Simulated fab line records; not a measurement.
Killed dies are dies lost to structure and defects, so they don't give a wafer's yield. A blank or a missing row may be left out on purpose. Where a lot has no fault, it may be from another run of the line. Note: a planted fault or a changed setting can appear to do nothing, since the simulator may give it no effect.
A lot that was struck, set against a sound lot	flow sfq-line	42 out of 325 route steps
Sound: wafers L152.1, L152.3, L152.6. Struck: wafers L166.4, L166.6 (left out: L166.3, a lot-mate that was not struck); the cause follows at the end.
Each step with rows lists, per side, the tool, then ch with its chambers, then its first start. Under that, the readings that differ: sound wafers	struck wafers	difference of the means	sigmas: that difference in standard deviations of wafers without a fault.
alike: readings whose means differ by less than 2 such deviations, and words and numbers that are the same on both sides. not compared: withheld readings, readings that some wafer has no value for, bounds like >300 that may hide the same value, and numbers for which the record gives no deviation and whose values overlap.
Wherever a step has rows on one side only, a row that says differs or no value, or a row with sigmas, the two part there. Numbers that don't overlap but have no deviation are shown without sigmas and don't part them. Lack of a reading on every wafer of one side parts them only where that side has two or more wafers.

first, 6 steps without rows for these wafers: SFQ_TRILAYER_C5_LITHO_COAT_156 (resist thk 62 nm); SFQ_TRILAYER_C5_LITHO_COAT_151 (resist thk 650 nm); SFQ_TRILAYER_C5_LITHO_SOFTBAKE_155; SFQ_TRILAYER_C5_LITHO_EXPOSE_152 (exposes mask C5, target cd 500 nm); SFQ_TRILAYER_C5_LITHO_PEB_154 (peb time 60 s); SFQ_TRILAYER_C5_LITHO_DEVELOP_153 (time 60 s).
SFQ_C5_OVL_MEAS_937:
  sound: overlay-02 at day 60 07:22; struck: overlay-01 at day 72 02:23
reading	sound	struck	difference	sigmas
C5_OVL (nm)	14 12 6	2 -4	-12	-2
SFQ_TRILAYER_C5_BARC_OPEN_VIA_ETCH_210: etches BARC in O2, target depth 125 nm, time 41.7 s.
  sound on rie-diel-03 ch 1,2,3, day 60 07:24; struck on rie-diel-04 ch 0,2, day 72 02:25
  alike: drypump-motor-current-A, oes-product-au
  not compared: rf-hours-counter-h
SFQ_TRILAYER_C5_ETCH_VIA_ETCH_154: etches SiO2 in CHF3, stops on Nb, target depth 84 nm.
  sound on rie-diel-03 ch 1,2,3, day 60 07:26; struck on rie-diel-04 ch 0,2, day 72 02:27
  alike: drypump-motor-current-A, oes-product-au
SFQ_TRILAYER_C5_STRIP_STRIP_155: strips in O2.
  sound on rie-metal-01 ch 0,1, day 60 07:29; struck on rie-metal-02 ch 0,1, day 72 02:41
  alike: drypump-motor-current-A, oes-product-au
  not compared: rf-hours-counter-h
then, 2 steps without rows for these wafers: SFQ_TRILAYER_C5_STRIP_SOLV_CLEAN_156 (cleans in NMP, time 600 s); SFQ_TRILAYER_M6_DEP_PRE_CLEAN_158 (time 22.5 s).
SFQ_TRILAYER_M6_DEP_SPUTTER_157: material Nb, target thk 200 nm, time 133.3 s.
  sound: pvd-sputter-06 at day 60 08:19; struck: pvd-sputter-04 at day 72 03:18
reading	sound	struck	difference	sigmas
model.Nb_of_TRILAYER_M6_DEP_SPUTTER_157.thk-nm (nm)	202.5 202.9 202.8	223.3 217.3	+17.6	
  alike: throttle-valve-pct
SFQ_M6_RS_MEAS_938: measurement is done with a four-point probe.
  sound: film-metro-03 at day 60 08:24; struck: film-metro-03 at day 72 03:26
reading	sound	struck	difference	sigmas
M6_NB_RS (ohm/sq)	0.880 0.877 0.879	0.797 0.819	-0.071	-6
then, 6 steps without rows for these wafers: SFQ_TRILAYER_M6_LITHO_COAT_164 (resist thk 62 nm); SFQ_TRILAYER_M6_LITHO_COAT_159 (resist thk 600 nm); SFQ_TRILAYER_M6_LITHO_SOFTBAKE_163; SFQ_TRILAYER_M6_LITHO_EXPOSE_160 (exposes mask M6, target cd 500 nm); SFQ_TRILAYER_M6_LITHO_PEB_162 (peb time 60 s); SFQ_TRILAYER_M6_LITHO_DEVELOP_161 (time 60 s).
SFQ_M6_OVL_MEAS_940:
  sound: overlay-02 at day 64 02:13; struck: overlay-02 at day 73 18:10
  alike: M6_OVL
then, 1 step without rows for these wafers: SFQ_TRILAYER_M6_BARC_OPEN_METAL_ETCH_206 (etches BARC in O2, target depth 125 nm, time 41.7 s).
SFQ_TRILAYER_M6_ETCH_METAL_ETCH_162: etches Nb in Cl2/Ar, stops on SiO2, target depth 240 nm, time 120 s.
  sound on rie-metal-01 ch 0,1, day 64 02:18; struck on rie-metal-01 ch 0, day 73 18:17
reading	sound	struck	difference	sigmas
oes-product-au (a.u.)	0.902 0.907 0.893	0.951 0.937	+0.043	+5
  alike: drypump-motor-current-A
  not compared: rf-hours-counter-h
SFQ_TRILAYER_M6_STRIP_STRIP_163: strips in O2.
  sound on rie-metal-01 ch 0,1, day 64 02:26; struck on rie-metal-01 ch 0, day 73 18:34
  alike: drypump-motor-current-A, oes-product-au
  not compared: rf-hours-counter-h
then, 2 steps without rows for these wafers: SFQ_TRILAYER_M6_STRIP_SOLV_CLEAN_164 (cleans in NMP, time 600 s); SFQ_TRILAYER_I6_DEP_PECVD_165 (deposits SiO2 from SiH4/N2O, time 111.11 s, target thk 500 nm).
SFQ_TRILAYER_I6_CMP_CMP_166: polishes SiO2.
  sound on cmp-01 ch 1,2,3, day 64 05:53; struck on cmp-01 ch 1,2, day 74 02:44
  alike: motor-current-A, platen-rpm, slurry-filter-dp-kPa, time-to-endpoint-s
SFQ_I6_BOW_MEAS_941:
  sound: film-metro-01 at day 64 07:53; struck: film-metro-04 at day 74 04:16
  alike: I6_BOW
then, 7 steps without rows for these wafers: SFQ_TRILAYER_I6_METRO_MEASURE_167; SFQ_TRILAYER_I6_VIA_LITHO_COAT_174 (resist thk 62 nm); SFQ_TRILAYER_I6_VIA_LITHO_COAT_169 (resist thk 650 nm); SFQ_TRILAYER_I6_VIA_LITHO_SOFTBAKE_173; SFQ_TRILAYER_I6_VIA_LITHO_EXPOSE_170 (exposes mask I6, target cd 700 nm); SFQ_TRILAYER_I6_VIA_LITHO_PEB_172 (peb time 60 s); SFQ_TRILAYER_I6_VIA_LITHO_DEVELOP_171 (time 60 s).
SFQ_I6_OVL_MEAS_942:
  sound: overlay-02 at day 71 04:57; struck: overlay-02 at day 75 00:10
  alike: I6_OVL
then, 5 steps without rows for these wafers: SFQ_TRILAYER_I6_VIA_BARC_OPEN_VIA_ETCH_235 (etches BARC in O2, target depth 125 nm, time 41.7 s); SFQ_TRILAYER_I6_VIA_ETCH_VIA_ETCH_172 (etches SiO2 in CHF3, stops on Nb, target depth 260 nm); SFQ_TRILAYER_I6_VIA_STRIP_STRIP_173 (strips in O2); SFQ_TRILAYER_I6_VIA_STRIP_SOLV_CLEAN_174 (cleans in NMP, time 600 s); SFQ_TRILAYER_M7_DEP_PRE_CLEAN_176 (time 22.5 s).
-- the record jumps here: 5 days lie between the struck wafers' starts before and after --
SFQ_M8_BOW_MEAS_951:
  sound: film-metro-03 at day 77 11:53; struck: film-metro-04 at day 80 11:40
reading	sound	struck	difference	sigmas
model.etest.m6.ohm-um	1.752 1.754 1.751	1.593 1.635	-0.138	
model.etest.i5.link-ohm	2.275 2.261 2.268	2.13 2.157	-0.12	
model.etest.i6.link-ohm	1.862 1.868 1.869	1.801 1.838	-0.047	
model.etest.m6.ohm-sq	0.8788 0.877 0.8775	0.7967 0.819	-0.0699	
  alike: M8_BOW

== WHERE THEY PART ==
At SFQ_C5_OVL_MEAS_937 first; at SFQ_TRILAYER_M6_ETCH_METAL_ETCH_162 last (within this record only). Later steps at which nothing parts them and some readings are alike: SFQ_TRILAYER_M6_STRIP_STRIP_163, SFQ_TRILAYER_I6_CMP_CMP_166, SFQ_I6_BOW_MEAS_941, SFQ_I6_OVL_MEAS_942, SFQ_M8_BOW_MEAS_951.

WHY: the cause the simulator had injected
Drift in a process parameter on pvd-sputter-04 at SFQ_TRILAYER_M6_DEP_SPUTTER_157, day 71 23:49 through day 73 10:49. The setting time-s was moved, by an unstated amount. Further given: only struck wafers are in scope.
